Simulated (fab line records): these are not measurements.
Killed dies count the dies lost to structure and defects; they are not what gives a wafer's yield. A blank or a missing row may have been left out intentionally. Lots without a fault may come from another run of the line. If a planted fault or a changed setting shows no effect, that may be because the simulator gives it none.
The same fault as seen by 2 desks + flow gf180mcu + only its own numbers are on each desk; what lay behind them is given at the end

== AT THE METROLOGY DESK ==
What the gauges read, lot by lot, whatever tool the lot ran on: means of the sampled wafers that have a number. The brackets show how far a lot's mean lies from the usual mean; more than 4 standard deviations puts the lot out of limits, marked OUT.
Columns: A = STI_OXIDATION_02_THK at GF_STI_THK_MEAS_30, usual 9.98 nm
| lot  | first seen here | A     |
|------|-----------------|-------|
| L779 | day 2 05:46     | 9.89  |
| L780 | day 2 11:57     | 10.18 |
| L781 | day 2 17:07     | 10.08 |
| L782 | day 2 21:11     | 10.33 |
| L784 | day 3 08:01     | 10.24 |
| L787 | day 3 22:28     | 9.83  |
| L792 | day 5 01:50     | 9.46  |
| L794 | day 5 10:46     | 9.59  |
| L796 | day 5 22:37     | 10.06 |
| L797 | day 6 03:41     | 10.10 |
| L798 | day 6 08:13     | 10.21 |
| L799 | day 6 12:48     | 10.15 |
| L800 | day 6 18:05     | 9.93  |
| L802 | day 7 03:56     | 10.00 |
This desk's finding: nothing out of limits on any of the 14 lots.

== DESK OF THE TOOL OWNER: implanter-01 ==
The tool's own readings at GF_VT_IMPLANT_IMPLANT_41: means of the sampled wafers that have a number, for each lot that ran on this tool. The brackets show how far a lot's mean lies from the usual mean; more than 4 standard deviations puts the lot out of limits, marked OUT.
Columns: A = dose_ions_cm2 at GF_VT_IMPLANT_IMPLANT_41, usual 1.013e+12; B = faraday_current_uA at GF_VT_IMPLANT_IMPLANT_41, usual 5.70
| lot  | first seen here | A                   | B    |
|------|-----------------|---------------------|------|
| L779 | day 7 13:27     | 1.013e+12           | 5.48 |
| L781 | day 8 03:15     | 1.013e+12           | 5.73 |
| L784 | day 8 22:39     | 9.970e+11 (-13) OUT | 5.52 |
| L787 | day 9 17:02     | 9.978e+11 (-13) OUT | 5.51 |
| L797 | day 12 16:13    | 1.012e+12           | 5.70 |
| L800 | day 13 09:00    | 1.013e+12           | 5.70 |
This desk's finding: out of limits on L784, L787; first on L784, day 8 22:39 (dose_ions_cm2 at GF_VT_IMPLANT_IMPLANT_41). L779, L781, L797, L800 stayed within limits.

== ALL TOGETHER ==
The tool owner's desk had the chance to raise an alarm at day 8 22:39 on L784, L787.
The metrology desk saw nothing out of limits.
The metrology desk has L784, L787 on record, within its limits.
The lots listed all ran GF_VT_IMPLANT_IMPLANT_41 on implanter-01.

== WHAT THE SIMULATOR HAD PUT IN ==
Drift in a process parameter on implanter-01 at GF_VT_IMPLANT_IMPLANT_41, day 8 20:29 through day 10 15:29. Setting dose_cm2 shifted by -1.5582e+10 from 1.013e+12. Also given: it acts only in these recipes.
Lots struck among those shown: L784, L787.
Delay in hours, fault start to first out-of-limits reading, by desk: the tool owner's desk at 2.
